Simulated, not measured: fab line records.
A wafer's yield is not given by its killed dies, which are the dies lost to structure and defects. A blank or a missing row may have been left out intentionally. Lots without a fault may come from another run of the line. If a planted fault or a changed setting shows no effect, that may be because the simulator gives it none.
Split-lot experiment || flow gf180mcu || 23 wafers read across 5 lots, on a route 602 steps long

## ABOUT THE SPLIT
At GF_STI_CVD_03 (deposits Si3N4 from DCS/NH3, target thk 207.16 nm, time 3551 s), the setting time_s was moved away from the recipe's 3551 s on 20 of the 23 wafers read, by -14.1% to +11.2%. The other wafers ran this setting at the recipe's value.

There is no step in the file separating the split from the reading.

## THE READING
STI_CVD_03_THK (nm), taken at GF_STI_THK_MEAS_04. Typical for fault-free wafers on this fab line: 206.2 nm, with standard deviation 1.8 nm.

{"wafer": "L074.2", "tool, chamber at the split": "-, -", "time_s as run, s": 3139, "against the recipe": "-11.6%", "STI_CVD_03_THK, nm": 184.8, "against lot-mates on the recipe": "no lot-mate on the recipe"}
{"wafer": "L074.3", "tool, chamber at the split": "-, -", "time_s as run, s": 3139, "against the recipe": "-11.6%", "STI_CVD_03_THK, nm": 185.2, "against lot-mates on the recipe": "no lot-mate on the recipe"}
{"wafer": "L074.4", "tool, chamber at the split": "-, -", "time_s as run, s": 3139, "against the recipe": "-11.6%", "STI_CVD_03_THK, nm": 185.4, "against lot-mates on the recipe": "no lot-mate on the recipe"}
{"wafer": "L074.5", "tool, chamber at the split": "-, -", "time_s as run, s": 3139, "against the recipe": "-11.6%", "STI_CVD_03_THK, nm": 186.3, "against lot-mates on the recipe": "no lot-mate on the recipe"}
{"wafer": "L074.6", "tool, chamber at the split": "-, -", "time_s as run, s": 3139, "against the recipe": "-11.6%", "STI_CVD_03_THK, nm": 185.6, "against lot-mates on the recipe": "no lot-mate on the recipe"}
{"wafer": "L075.1", "tool, chamber at the split": "-, -", "time_s as run, s": 3050, "against the recipe": "-14.1%", "STI_CVD_03_THK, nm": 177.3, "against lot-mates on the recipe": "no lot-mate on the recipe"}
{"wafer": "L075.2", "tool, chamber at the split": "-, -", "time_s as run, s": 3050, "against the recipe": "-14.1%", "STI_CVD_03_THK, nm": 177.6, "against lot-mates on the recipe": "no lot-mate on the recipe"}
{"wafer": "L075.3", "tool, chamber at the split": "-, -", "time_s as run, s": 3050, "against the recipe": "-14.1%", "STI_CVD_03_THK, nm": 178.3, "against lot-mates on the recipe": "no lot-mate on the recipe"}
{"wafer": "L075.4", "tool, chamber at the split": "-, -", "time_s as run, s": 3050, "against the recipe": "-14.1%", "STI_CVD_03_THK, nm": 177.6, "against lot-mates on the recipe": "no lot-mate on the recipe"}
{"wafer": "L075.5", "tool, chamber at the split": "-, -", "time_s as run, s": 3050, "against the recipe": "-14.1%", "STI_CVD_03_THK, nm": 176.4, "against lot-mates on the recipe": "no lot-mate on the recipe"}
{"wafer": "L076.2", "tool, chamber at the split": "lpcvd-01, 0", "time_s as run, s": 3551, "against the recipe": "recipe", "STI_CVD_03_THK, nm": 206.6, "against lot-mates on the recipe": "-"}
{"wafer": "L076.5", "tool, chamber at the split": "lpcvd-01, 0", "time_s as run, s": 3551, "against the recipe": "recipe", "STI_CVD_03_THK, nm": 206.8, "against lot-mates on the recipe": "-"}
{"wafer": "L076.6", "tool, chamber at the split": "lpcvd-01, 0", "time_s as run, s": 3551, "against the recipe": "recipe", "STI_CVD_03_THK, nm": 206.1, "against lot-mates on the recipe": "-"}
{"wafer": "L080.1", "tool, chamber at the split": "-, -", "time_s as run, s": 3949, "against the recipe": "+11.2%", "STI_CVD_03_THK, nm": 230.3, "against lot-mates on the recipe": "no lot-mate on the recipe"}
{"wafer": "L080.2", "tool, chamber at the split": "-, -", "time_s as run, s": 3949, "against the recipe": "+11.2%", "STI_CVD_03_THK, nm": 229.4, "against lot-mates on the recipe": "no lot-mate on the recipe"}
{"wafer": "L080.3", "tool, chamber at the split": "-, -", "time_s as run, s": 3949, "against the recipe": "+11.2%", "STI_CVD_03_THK, nm": 229.9, "against lot-mates on the recipe": "no lot-mate on the recipe"}
{"wafer": "L080.4", "tool, chamber at the split": "-, -", "time_s as run, s": 3949, "against the recipe": "+11.2%", "STI_CVD_03_THK, nm": 230.3, "against lot-mates on the recipe": "no lot-mate on the recipe"}
{"wafer": "L080.5", "tool, chamber at the split": "-, -", "time_s as run, s": 3949, "against the recipe": "+11.2%", "STI_CVD_03_THK, nm": 229.4, "against lot-mates on the recipe": "no lot-mate on the recipe"}
{"wafer": "L085.1", "tool, chamber at the split": "-, -", "time_s as run, s": 3086, "against the recipe": "-13.1%", "STI_CVD_03_THK, nm": 179.0, "against lot-mates on the recipe": "no lot-mate on the recipe"}
{"wafer": "L085.2", "tool, chamber at the split": "-, -", "time_s as run, s": 3086, "against the recipe": "-13.1%", "STI_CVD_03_THK, nm": 179.7, "against lot-mates on the recipe": "no lot-mate on the recipe"}
{"wafer": "L085.4", "tool, chamber at the split": "-, -", "time_s as run, s": 3086, "against the recipe": "-13.1%", "STI_CVD_03_THK, nm": 179.7, "against lot-mates on the recipe": "no lot-mate on the recipe"}
{"wafer": "L085.5", "tool, chamber at the split": "-, -", "time_s as run, s": 3086, "against the recipe": "-13.1%", "STI_CVD_03_THK, nm": 178.7, "against lot-mates on the recipe": "no lot-mate on the recipe"}
{"wafer": "L085.6", "tool, chamber at the split": "-, -", "time_s as run, s": 3086, "against the recipe": "-13.1%", "STI_CVD_03_THK, nm": 180.6, "against lot-mates on the recipe": "no lot-mate on the recipe"}

FIT RESULTS
A straight line over all 23 wafers: STI_CVD_03_THK changes by +2.04 nm for each +1% of time_s; r = +1.00; the points scatter about the line by 1.3 nm.
Too few moved wafers with a lot-mate on the recipe to fit a line net of each lot's own level.

## THE WHOLE CHAIN: every reading that the file lists as answering this split, in the file's order
{"step": "GF_STI_CVD_03", "what it does": "deposits Si3N4 from DCS/NH3, target thk 207.16 nm, time 3551 s", "reading": "Si3N4_of_STI_CVD_03.thk_nm (the simulator's own value, which no gauge read)", "change (the file's fit)": "+2.04 nm for each +1% of the setting", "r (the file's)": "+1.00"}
{"step": "GF_STI_THK_MEAS_04", "what it does": "", "reading": "STI_CVD_03_THK", "change (the file's fit)": "+2.04 for each +1% of the setting", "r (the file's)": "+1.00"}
{"step": "GF_STI_WET_ETCH_17", "what it does": "etches Si3N4 in H3PO4, target depth 45 nm, time 514 s", "reading": "Si3N4_of_STI_CVD_03.thk_nm (the simulator's own value, which no gauge read)", "change (the file's fit)": "+2.06 nm for each +1% of the setting", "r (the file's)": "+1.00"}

## FILE'S OWN FIT
STI_CVD_03_THK changes by +2.04 nm for each +1% of time_s, r = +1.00.
